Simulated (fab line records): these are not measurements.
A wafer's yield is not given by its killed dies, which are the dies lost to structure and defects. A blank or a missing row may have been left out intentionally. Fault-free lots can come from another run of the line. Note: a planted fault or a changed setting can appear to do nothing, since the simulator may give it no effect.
A struck lot beside a sound one	flow sky130	35 steps out of a route of 708
Sound: these wafers, L580.1, L580.5, L580.6. Struck: wafer L596.4 (left out: L596.1, L596.6 of the same lot, which were not struck); the cause appears at the end.
Order at every step that has rows: each side's tool, ch and its chambers, its first start. Under that, the readings that differ: sound wafers	struck wafers	difference of the means	sigmas: that difference in standard deviations of wafers without a fault.
alike: readings with means less than 2 such deviations apart, plus words and numbers identical on both sides. not compared: withheld readings, readings lacking a value on some wafer, bounds such as >300 that could conceal the same value, and numbers that have no deviation in the record and whose values overlap.
The two part at a step that has a row with sigmas, a row that says differs or no value, or rows on one side only. Non-overlapping numbers with no deviation appear without sigmas and do not part them. Lack of a reading on every wafer of one side parts them only where that side has two or more wafers.

first, 4 steps without rows for these wafers: SKY_METAL5_SOFTBAKE_10 (time 60 s); SKY_METAL5_EXPOSE_11 (exposes mask MM5, target cd 1600 nm); SKY_METAL5_PEB_12; SKY_METAL5_DEVELOP_13 (develop time 60 s).
SKY_METAL5_DESCUM_14: chemistry O2, time 11 s.
  sound on rie_metal-04 ch 0,1, day 44 12:07; struck on rie_metal-03 ch 0, day 48 12:05
  alike: drypump_motor_current_A, oes_product_au
  not compared: rf_hours_counter_h
SKY_METAL5_METAL_ETCH_15: etches the open film in Cl2/BCl3, stops on SiO2, target depth 1260 nm, time 252 s.
  sound on rie_metal-04 ch 0,1, day 44 12:09; struck on rie_metal-03 ch 0, day 48 12:07
  alike: drypump_motor_current_A, oes_product_au, throttle_valve_pct
  not compared: rf_hours_counter_h
SKY_METAL5_STRIP_16: strips in O2/N2.
  sound on plasma_asher-01 ch 0,1, day 44 12:23; struck on plasma_asher-01 ch 1, day 48 12:21
  alike: drypump_motor_current_A, oes_product_au, strip_time_to_endpoint_s
  not compared: rf_hours_counter_h
then, 3 steps without rows for these wafers: SKY_METAL5_STRIP_17 (strips in post etch residue remover, time 1200 s); SKY_METAL5_CLEAN_18 (cleans in IPA, time 180 s); SKY_METAL5_CLEAN_19 (cleans in O3/DIW).
SKY_PASSIVATION_CVD_00: deposits SiO2, target thk 90 nm.
  sound on pecvd-03 ch 0,1,2, day 44 12:59; struck on pecvd-03 ch 0, day 48 12:57
  alike: heater_power_w
SKY_PASSIVATION_THK_MEAS_01:
  sound: film_metro-01 at day 44 13:01; struck: film_metro-01 at day 48 12:58
reading	sound	struck	difference	sigmas
PASSIVATION_CVD_00_THK (nm)	88.2 91.2 89.8	92.3	+2.6	+2
SKY_PASSIVATION_CVD_02: deposits Si3N4, target thk 540 nm.
  sound on pecvd-01 ch 0,1,2, day 44 13:04; struck on pecvd-01 ch 1, day 48 13:02
reading	sound	struck	difference	sigmas
model.Si3N4_of_PASSIVATION_CVD_02.thk_nm (nm)	530.5 544 544	655.5	+116.0	
  alike: heater_power_w
SKY_PASSIVATION_THK_MEAS_03:
  sound: film_metro-01 at day 44 13:17; struck: film_metro-03 at day 48 13:16
reading	sound	struck	difference	sigmas
PASSIVATION_CVD_02_THK (nm)	530 544 544	656	+117	+17
then, 7 steps without rows for these wafers: SKY_PASSIVATION_DEHYDRATE_04 (time 60 s); SKY_PASSIVATION_HMDS_05 (prime time 60 s); SKY_PASSIVATION_COAT_06 (resist thk 3000 nm); SKY_PASSIVATION_SOFTBAKE_07; SKY_PASSIVATION_EXPOSE_08 (exposes mask NSM, target cd 3000 nm); SKY_PASSIVATION_PEB_09; SKY_PASSIVATION_DEVELOP_10 (develop time 60 s).
SKY_PASSIVATION_ETCH_11: etches the open film in CF4/O2, stops on AlCu, target depth 725 nm, time 161.1 s.
  sound on rie_diel-03 ch 2,3, day 45 11:05; struck on rie_diel-03 ch 2, day 49 07:29
reading	sound	struck	difference	sigmas
oes_product_au (a.u.)	0.971 0.984 0.964	0.997	+0.024	+4
throttle_valve_pct (%)	5.966 5.985 5.978	5.952	-0.024	-3
model.PASSIVATION.feature_depth_nm (nm)	693.5 711.1 707.4	730.8	+26.8	
model.etch.depth_nm (nm)	693.5 711.1 707.4	730.8	+26.8	
  alike: drypump_motor_current_A
  not compared: rf_hours_counter_h
SKY_PASSIVATION_STRIP_12: strips in O2/N2.
  sound on plasma_asher-02 ch 0,1, day 45 11:11; struck on plasma_asher-04 ch 1, day 49 07:35
reading	sound	struck	difference	sigmas
strip_time_to_endpoint_s (s)	31.74 31.60 31.70	31.28	-0.40	-3
  alike: drypump_motor_current_A, oes_product_au
  not compared: rf_hours_counter_h
then, 7 steps without rows for these wafers: SKY_PAD_OPEN_DEHYDRATE_00 (time 60 s); SKY_PAD_OPEN_HMDS_01 (prime time 60 s); SKY_PAD_OPEN_COAT_02 (resist thk 3000 nm); SKY_PAD_OPEN_SOFTBAKE_03; SKY_PAD_OPEN_EXPOSE_04 (exposes mask PDM, target cd 60000 nm); SKY_PAD_OPEN_PEB_05; SKY_PAD_OPEN_DEVELOP_06 (develop time 60 s).
SKY_PAD_OPEN_ETCH_07: etches the open film in CF4/O2, stops on AlCu, target depth 725 nm, time 161.1 s.
  sound on rie_diel-04 ch 0,1,2, day 46 08:13; struck on rie_diel-01 ch 2, day 50 00:28
reading	sound	struck	difference	sigmas
oes_product_au (a.u.)	0.956 0.979 0.975	1.001	+0.031	+4
model.PAD_OPEN.feature_depth_nm (nm)	693.5 711.1 709	726.2	+21.7	
model.etch.depth_nm (nm)	693.5 711.1 709	726.2	+21.7	
  alike: drypump_motor_current_A, throttle_valve_pct
  not compared: rf_hours_counter_h
then, 1 step without rows for these wafers: SKY_PAD_OPEN_STRIP_08 (strips in O2/N2).
SKY_PAD_OPEN_STRIP_09: strips in post etch residue remover, time 1146 s.
  sound on wet_bench-01 ch 3, day 46 08:26; struck on wet_bench-01 ch 2, day 50 00:41
reading	sound	struck	difference	sigmas
model.Si3N4_of_PASSIVATION_CVD_02.thk_nm (nm)	530.1 543.6 543.7	655.1	+116.0	
then, 1 step without rows for these wafers: SKY_PAD_OPEN_CLEAN_10 (cleans in IPA, time 180 s).
SKY_PAD_OPEN_PROBE_99:
  only the struck wafers here have rows in the record (prober-02, day 50 02:58); the sound ones have none

WHERE THEY PART
Earliest at SKY_PASSIVATION_THK_MEAS_01; latest, in this record, at SKY_PAD_OPEN_PROBE_99.

WHY: the cause the simulator had injected
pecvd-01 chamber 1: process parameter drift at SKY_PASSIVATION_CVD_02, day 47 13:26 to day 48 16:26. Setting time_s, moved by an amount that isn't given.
